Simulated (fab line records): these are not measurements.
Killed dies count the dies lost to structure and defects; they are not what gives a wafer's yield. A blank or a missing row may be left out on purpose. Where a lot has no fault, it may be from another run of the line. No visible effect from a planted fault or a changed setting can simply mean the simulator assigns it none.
Which tool did it? ; flow sky130 ; 12 lots with 35 wafers sampled at 5 steps, on a route of 708 steps

## WHAT THE GAUGES SHOWED, per wafer
SKY_VIA1_BOW_MEAS_03.
lot;measured;on;VIA1_BOW (um)
L910;day 33 22:31;film_metro-03;79 79 87
L909;day 33 23:41;film_metro-01;83 94 82
L912;day 34 05:13;film_metro-03;73 78 75
L914;day 35 17:41;film_metro-04;88 78 92
L917;day 36 15:20;film_metro-01;83 73 82
L920;day 36 23:11;film_metro-04;80 79
L921;day 37 14:08;film_metro-04;80 85 102
L922;day 38 03:05;film_metro-04;84 87 87
L924;day 38 10:04;film_metro-04;84 77 86
L925;day 38 13:48;film_metro-04;84 85 80
L930;day 39 15:29;film_metro-01;78 80 95
L929;day 39 17:28;film_metro-03;80 83 82

SKY_VIA2_THK_MEAS_01.
lot;measured;on;VIA2_HDPCVD_THK (nm)
L910;day 36 05:21;film_metro-04;1172 1206 1181
L909;day 36 07:13;film_metro-04;1199 1198 1202
L912;day 36 11:59;film_metro-02;1167 1158 1163
L914;day 37 23:31;film_metro-04;1184 1178 1189
L917;day 38 20:20;film_metro-01;1187 1199 1186
L920;day 39 04:58;film_metro-02;1190 1179
L921;day 39 18:22;film_metro-01;1195 1192 1206
L922;day 40 06:41;film_metro-01;1200 1188 1183
L924;day 40 13:18;film_metro-02;1204 1185 1211
L925;day 40 17:32;film_metro-01;1168 1171 1183
L930;day 41 18:09;film_metro-04;1172 1185 1173
L929;day 41 19:58;film_metro-01;1185 1174 1190

SKY_PASSIVATION_THK_MEAS_03.
lot;measured;on;PASSIVATION_CVD_02_THK (nm)
L910;day 44 16:14;film_metro-01;531 543 545
L909;day 44 17:37;film_metro-04;540 542 545
L912;day 44 20:57;film_metro-04;534 538 540
L914;day 46 05:26;film_metro-03;531 534 599 532 534 599
L917;day 46 23:59;film_metro-01;526 598 540 526 598 540
L920;day 47 07:13;film_metro-01;534 603 534 603
L921;day 47 16:56;film_metro-03;540 539 551
L922;day 48 05:58;film_metro-01;530 529 542
L924;day 48 10:37;film_metro-03;528 529 540
L925;day 48 12:23;film_metro-01;536 549 546
L930;day 49 08:06;film_metro-01;528 543 541
L929;day 49 09:20;film_metro-04;538 540 541

## WHAT TOOL EACH LOT RAN ON (gives the tool, then ch and the chambers of the sampled wafers, and finally the start)
lot;SKY_METAL2_SPUTTER_01;SKY_PASSIVATION_CVD_02
L910;pvd_sputter-01, day 35 02:31;pecvd-04 ch 0,1,2, day 44 16:00
L909;pvd_sputter-03, day 35 03:41;pecvd-03 ch 1,2, day 44 17:22
L912;pvd_sputter-01, day 35 08:56;pecvd-03 ch 1,2, day 44 20:37
L914;pvd_sputter-01, day 36 20:47;pecvd-03 ch 0,1,2, day 46 05:13
L917;pvd_sputter-02, day 37 17:38;pecvd-03 ch 0,2, day 46 23:45
L920;pvd_sputter-03, day 38 02:30;pecvd-03 ch 0,2, day 47 06:59
L921;pvd_sputter-03, day 38 16:59;pecvd-04 ch 0,1,2, day 47 16:42
L922;pvd_sputter-01, day 39 05:38;pecvd-01 ch 0,2, day 48 05:45
L924;pvd_sputter-03, day 39 12:17;pecvd-01 ch 0,1,2, day 48 10:23
L925;pvd_sputter-01, day 39 15:47;pecvd-01 ch 0,2, day 48 12:10
L930;pvd_sputter-01, day 40 17:39;pecvd-01 ch 0,2, day 49 07:53
L929;pvd_sputter-03, day 40 18:49;pecvd-01 ch 1,2, day 49 09:07
- SKY_METAL2_SPUTTER_01: material TiN, target thk 20 nm, time 16.7 s.
- SKY_PASSIVATION_CVD_02: deposits Si3N4, target thk 540 nm.

## WHAT THE TOOLS THEMSELVES READ (means of the sampled wafers that have a number; where no wafer has one, the mark that the record gives instead)
SKY_METAL2_SPUTTER_01.
lot;tool;throttle_valve_pct (%)
L910;pvd_sputter-01;29.5
L909;pvd_sputter-03;29.5
L912;pvd_sputter-01;30.0
L914;pvd_sputter-01;29.6
L917;pvd_sputter-02;30.1
L920;pvd_sputter-03;29.3
L921;pvd_sputter-03;29.3
L922;pvd_sputter-01;29.6
L924;pvd_sputter-03;30.6
L925;pvd_sputter-01;29.9
L930;pvd_sputter-01;30.0
L929;pvd_sputter-03;29.7

SKY_PASSIVATION_CVD_02.
lot;tool;heater_power_w (W)
L910;pecvd-04;752
L909;pecvd-03;677
L912;pecvd-03;628
L914;pecvd-03;702
L917;pecvd-03;789
L920;pecvd-03;727
L921;pecvd-04;752
L922;pecvd-01;780
L924;pecvd-01;695
L925;pecvd-01;823
L930;pecvd-01;863
L929;pecvd-01;667

## THE ANSWER, worked out from the rows above alone
Rule: usual is defined by the lots themselves. Put in order of their means at a reading, lots are off if they are a third of the lots or fewer, leave a main group of 4 or more, and stand apart from it by a gap of 3 or more times the standard deviation of the main group's means; of several such gaps the widest counts. The tables above print the reading to a certain number of digits; a main group whose means all agree to those digits is not used. Also off: a lot with no number at a reading for which 4 or more lots have one. The other lots that the step has rows for count as sound. First the gauges in route order, then the tools' own readings, where a lot's mean is used as printed above. At the first step where some lot is off, the reading lying furthest off is the one used; lots without a number count as furthest.
None of the lots is off at any reading shown; this tells nothing.

## WHAT WAS PUT IN BY THE SIMULATOR
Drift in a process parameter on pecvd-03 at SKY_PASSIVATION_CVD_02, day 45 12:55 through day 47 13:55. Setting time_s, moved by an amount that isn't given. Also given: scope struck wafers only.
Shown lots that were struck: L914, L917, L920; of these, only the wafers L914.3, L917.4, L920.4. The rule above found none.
